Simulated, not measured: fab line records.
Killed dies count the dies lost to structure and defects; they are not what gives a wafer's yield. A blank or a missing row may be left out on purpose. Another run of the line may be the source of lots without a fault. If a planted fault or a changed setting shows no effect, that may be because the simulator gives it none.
The tool behind it: which one? + flow sky130 + Sampling: 15 lots, 42 wafers, 6 of 708 route steps

WHAT THE GAUGES READ, wafer by wafer
SKY_NWELL_TW_MEAS_26. Usual: NWELL_2_TW gives 492.0 (standard deviation 2.7).
| lot  | measured     | on            | NWELL_2_TW        | flag |
|------|--------------|---------------|-------------------|------|
| L158 | day 5 14:04  | film-metro-02 | 490.7 491.8 490.9 |      |
| L159 | day 5 21:15  | film-metro-03 | 493.2 492.2 489.3 |      |
| L160 | day 6 05:20  | film-metro-02 | 490.3 493.1 491.2 |      |
| L161 | day 6 06:55  | film-metro-01 | 490.2 491.5 491.1 |      |
| L163 | day 6 20:02  | film-metro-02 | 490.9 490.4 489.3 |      |
| L165 | day 7 03:46  | film-metro-01 | 489.8 489.8 487.5 |      |
| L166 | day 7 13:04  | film-metro-01 | 489.2 489.9 492.5 |      |
| L167 | day 7 17:13  | film-metro-01 | 488.3 489.3 489.0 |      |
| L169 | day 8 07:28  | film-metro-03 | 494.1 495.9 494.4 |      |
| L170 | day 8 13:07  | film-metro-01 | 494.5 494.0 493.5 |      |
| L171 | day 8 20:16  | film-metro-01 | 494.3 494.0 496.6 |      |
| L172 | day 9 03:40  | film-metro-03 | 492.6 492.1 493.0 |      |
| L175 | day 10 03:31 | film-metro-03 | 496.2 491.8       |      |
| L176 | day 10 04:49 | film-metro-02 | 495.4 489.6       |      |
| L178 | day 10 22:23 | film-metro-01 | 490.8 489.8       |      |

SKY_VT_ADJUST_NCORE_TW_MEAS_11. Usual: VT_ADJUST_NCORE_TW gives 218.0 (standard deviation 1.3).
| lot  | measured     | on            | VT_ADJUST_NCORE_TW | flag |
|------|--------------|---------------|--------------------|------|
| L158 | day 8 20:59  | film-metro-01 | 219.5 219.8 218.8  |      |
| L159 | day 9 06:23  | film-metro-01 | 218.9 217.1 218.0  |      |
| L160 | day 9 16:21  | film-metro-03 | 217.9 217.3 216.7  |      |
| L161 | day 9 18:02  | film-metro-01 | 216.7 217.0 216.0  |      |
| L163 | day 10 08:16 | film-metro-04 | 218.0 218.4 218.0  |      |
| L165 | day 10 18:05 | film-metro-04 | 220.2 218.0 219.1  |      |
| L166 | day 11 05:44 | film-metro-04 | 217.2 218.5 218.7  |      |
| L167 | day 11 09:11 | film-metro-04 | 217.7 217.9 218.1  |      |
| L169 | day 12 02:59 | film-metro-04 | 219.2 219.6 218.6  |      |
| L170 | day 12 07:38 | film-metro-04 | 218.6 218.9 219.1  |      |
| L171 | day 12 17:20 | film-metro-03 | 219.5 218.3 218.0  |      |
| L172 | day 13 01:50 | film-metro-04 | 217.8 219.1 218.5  |      |
| L175 | day 14 05:32 | film-metro-03 | 219.4 219.8        |      |
| L176 | day 14 06:50 | film-metro-01 | 215.9 215.5        |      |
| L178 | day 15 02:03 | film-metro-03 | 217.8 217.4        |      |

SKY_LDD_HVP_TW_MEAS_10. Usual: LDD_HVP_TW gives 454.1 (standard deviation 2.1).
| lot  | measured     | on            | LDD_HVP_TW        | flag |
|------|--------------|---------------|-------------------|------|
| L158 | day 21 23:46 | film-metro-02 | 452.3 450.2 451.9 |      |
| L159 | day 22 07:42 | film-metro-03 | 456.1 456.3 454.3 |      |
| L160 | day 23 09:23 | film-metro-04 | 451.8 451.7 453.8 |      |
| L161 | day 23 10:14 | film-metro-02 | 453.3 453.7 453.2 |      |
| L163 | day 23 20:05 | film-metro-02 | 453.2 455.6 453.9 |      |
| L165 | day 24 11:46 | film-metro-02 | 455.2 451.5 454.6 |      |
| L166 | day 24 23:37 | film-metro-04 | 454.7 457.3 455.6 |      |
| L167 | day 25 03:40 | film-metro-02 | 453.3 453.8 454.5 |      |
| L169 | day 26 05:48 | film-metro-03 | 457.1 455.5 456.7 |      |
| L170 | day 26 07:42 | film-metro-02 | 451.2 452.9 451.9 |      |
| L171 | day 26 16:01 | film-metro-03 | 455.2 454.9 456.5 |      |
| L172 | day 27 05:40 | film-metro-03 | 455.7 456.4 457.6 |      |
| L175 | day 28 10:55 | film-metro-03 | 477.3 476.6       | OFF  |
| L176 | day 28 13:52 | film-metro-03 | 479.2 453.1       | OFF  |
| L178 | day 29 04:51 | film-metro-04 | 474.6 451.6       | OFF  |

EACH LOT AND THE TOOL THAT RAN IT (in order: tool; ch and the chambers of the sampled wafers; start)
| lot  | SKY_VT_ADJUST_LVTN_STRIP_20          | SKY_LDD_HVN_COAT_02               | SKY_LDD_HVN_STRIP_09                 |
|------|--------------------------------------|-----------------------------------|--------------------------------------|
| L158 | plasma-asher-02 ch 1, day 7 23:31    | litho-track-04 ch 0, day 20 00:17 | plasma-asher-04 ch 0,1, day 20 16:10 |
| L159 | plasma-asher-02 ch 0,1, day 8 08:22  | litho-track-04 ch 0, day 20 09:01 | plasma-asher-02 ch 0,1, day 21 00:52 |
| L160 | plasma-asher-04 ch 0,1, day 8 18:39  | litho-track-02 ch 0, day 21 11:17 | plasma-asher-03 ch 0,1, day 22 02:54 |
| L161 | plasma-asher-01 ch 0, day 8 19:19    | litho-track-04 ch 0, day 21 11:44 | plasma-asher-04 ch 0, day 22 03:03   |
| L163 | plasma-asher-01 ch 0,1, day 9 09:51  | litho-track-03 ch 0, day 21 21:46 | plasma-asher-03 ch 0,1, day 22 13:23 |
| L165 | plasma-asher-02 ch 0,1, day 9 19:22  | litho-track-04 ch 0, day 22 13:28 | plasma-asher-03 ch 0, day 23 05:06   |
| L166 | plasma-asher-02 ch 0,1, day 10 06:28 | litho-track-02 ch 0, day 23 01:52 | plasma-asher-04 ch 0,1, day 23 17:24 |
| L167 | plasma-asher-01 ch 0,1, day 10 10:21 | litho-track-02 ch 0, day 23 07:26 | plasma-asher-02 ch 0,1, day 23 22:46 |
| L169 | plasma-asher-01 ch 0,1, day 11 02:28 | litho-track-02 ch 0, day 24 08:44 | plasma-asher-02 ch 0,1, day 24 23:48 |
| L170 | plasma-asher-01 ch 0,1, day 11 07:42 | litho-track-04 ch 0, day 24 11:28 | plasma-asher-02 ch 0,1, day 25 02:09 |
| L171 | plasma-asher-04 ch 1, day 11 16:46   | litho-track-04 ch 0, day 24 19:55 | plasma-asher-04 ch 0,1, day 25 10:21 |
| L172 | plasma-asher-01 ch 0,1, day 12 00:52 | litho-track-02 ch 0, day 25 09:41 | plasma-asher-03 ch 0,1, day 26 00:57 |
| L175 | plasma-asher-02 ch 0, day 13 03:37   | litho-track-04 ch 0, day 26 15:17 | plasma-asher-03 ch 1, day 27 05:54   |
| L176 | plasma-asher-02 ch 1, day 13 04:27   | litho-track-04 ch 0, day 26 18:08 | plasma-asher-04 ch 1, day 27 09:03   |
| L178 | plasma-asher-01 ch 0, day 13 23:32   | litho-track-04 ch 0, day 27 09:14 | plasma-asher-04 ch 1, day 27 23:56   |
- SKY_VT_ADJUST_LVTN_STRIP_20: strips in O2/N2.
- SKY_LDD_HVN_COAT_02: resist thk 300 nm.
- SKY_LDD_HVN_STRIP_09: strips in O2/N2.

AS READ BY THE TOOLS THEMSELVES (means over the sampled wafers that have a number; for cases with no such wafer, the mark the record gives instead)
SKY_VT_ADJUST_LVTN_STRIP_20. Usual: drypump-motor-current-A 5.7 A, standard deviation 0.39; o2-flow-sccm 3000 sccm, standard deviation 8.8; oes-product-au 0.716 a.u., standard deviation 0.0047; strip-time-to-endpoint-s 14.18 s, standard deviation 0.038.
| lot  | tool            | drypump-motor-current-A (A) | o2-flow-sccm (sccm) | oes-product-au (a.u.) | strip-time-to-endpoint-s (s) | flag |
|------|-----------------|-----------------------------|---------------------|-----------------------|------------------------------|------|
| L158 | plasma-asher-02 | 5.2                         | 2999                | 0.721                 | 14.19                        |      |
| L159 | plasma-asher-02 | 5.9                         | 3000                | 0.711                 | 14.25                        |      |
| L160 | plasma-asher-04 | 5.8                         | 3006                | 0.718                 | 14.23                        |      |
| L161 | plasma-asher-01 | 5.5                         | 3002                | 0.717                 | 14.19                        |      |
| L163 | plasma-asher-01 | 5.7                         | 2999                | 0.714                 | 14.17                        |      |
| L165 | plasma-asher-02 | 5.9                         | 3002                | 0.718                 | 14.17                        |      |
| L166 | plasma-asher-02 | 5.9                         | 2994                | 0.713                 | 14.16                        |      |
| L167 | plasma-asher-01 | 5.7                         | 3004                | 0.718                 | 14.19                        |      |
| L169 | plasma-asher-01 | 5.7                         | 3006                | 0.714                 | 14.23                        |      |
| L170 | plasma-asher-01 | 5.7                         | 3005                | 0.717                 | 14.16                        |      |
| L171 | plasma-asher-04 | 5.5                         | 3006                | 0.716                 | 14.14                        |      |
| L172 | plasma-asher-01 | 5.6                         | 3004                | 0.716                 | 14.19                        |      |
| L175 | plasma-asher-02 | 6.2                         | 2995                | 0.714                 | 14.15                        |      |
| L176 | plasma-asher-02 | 5.2                         | 3006                | 0.711                 | 14.15                        |      |
| L178 | plasma-asher-01 | 5.5                         | 3006                | 0.716                 | 14.17                        |      |

SKY_LDD_HVN_STRIP_09. Usual: drypump-motor-current-A 5.5 A, standard deviation 0.47; o2-flow-sccm 2999 sccm, standard deviation 8.7; oes-product-au 0.409 a.u., standard deviation 0.0051; strip-time-to-endpoint-s 4.138 s, standard deviation 0.016.
| lot  | tool            | drypump-motor-current-A (A) | o2-flow-sccm (sccm) | oes-product-au (a.u.) | strip-time-to-endpoint-s (s) | flag |
|------|-----------------|-----------------------------|---------------------|-----------------------|------------------------------|------|
| L158 | plasma-asher-04 | 5.8                         | 2995                | 0.407                 | 4.129                        |      |
| L159 | plasma-asher-02 | 5.6                         | 2998                | 0.409                 | 4.156                        |      |
| L160 | plasma-asher-03 | 5.0                         | 3004                | 0.409                 | 4.142                        |      |
| L161 | plasma-asher-04 | 6.0                         | 3004                | 0.412                 | 4.161                        |      |
| L163 | plasma-asher-03 | 5.1                         | 2995                | 0.405                 | 4.123                        |      |
| L165 | plasma-asher-03 | 5.0                         | 2994                | 0.404                 | 4.138                        |      |
| L166 | plasma-asher-04 | 5.8                         | 2992                | 0.411                 | 4.135                        |      |
| L167 | plasma-asher-02 | 5.5                         | 3004                | 0.408                 | 4.143                        |      |
| L169 | plasma-asher-02 | 5.9                         | 3001                | 0.411                 | 4.132                        |      |
| L170 | plasma-asher-02 | 5.9                         | 3003                | 0.408                 | 4.142                        |      |
| L171 | plasma-asher-04 | 5.8                         | 2997                | 0.404                 | 4.135                        |      |
| L172 | plasma-asher-03 | 5.0                         | 2991                | 0.403                 | 4.143                        |      |
| L175 | plasma-asher-03 | 5.1                         | 2998                | 0.330                 | 2.341                        | OFF  |
| L176 | plasma-asher-04 | 5.5                         | 2984                | 0.372                 | 3.243                        | OFF  |
| L178 | plasma-asher-04 | 5.5                         | 3002                | 0.376                 | 3.231                        | OFF  |

THE ANSWER, worked out from the rows above alone
Rule: take the mean of a lot's wafers that have a number; if it is more than 3 standard deviations from the usual mean, the lot is off. A lot without any number at a reading at which 4 lots or more have one is off too. Where the step has rows for the other lots, those lots are counted as sound. Order of review: gauges by route order, followed by the tools' own readings, for which a lot's mean as printed above is used. The first step at which some lot is off is used, and at that step the reading that is off furthest; a lot without a number counts as furthest.
Off: L175, L176, L178, at SKY_LDD_HVP_TW_MEAS_10 (LDD_HVP_TW).
If a tool, at a process step before that reading, ran all the lots that are off and no sound lot after the first of them, it fits. The gauges at SKY_LDD_HVP_TW_MEAS_10 aren't tried: what is off there is off at SKY_LDD_HVN_STRIP_09 too, on other tools, and a gauge's error can't cause that. One candidate fits, namely litho-track-04 at SKY_LDD_HVN_COAT_02. Its last sound lot is L171 (day 24 19:55), its first lot that is off L175 (day 26 15:17): a fault that began between those two fits.

WHAT HAD BEEN PUT IN BY THE SIMULATOR
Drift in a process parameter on litho-track-04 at SKY_LDD_HVN_COAT_02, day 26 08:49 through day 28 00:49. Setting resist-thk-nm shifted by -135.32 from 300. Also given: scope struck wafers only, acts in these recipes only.
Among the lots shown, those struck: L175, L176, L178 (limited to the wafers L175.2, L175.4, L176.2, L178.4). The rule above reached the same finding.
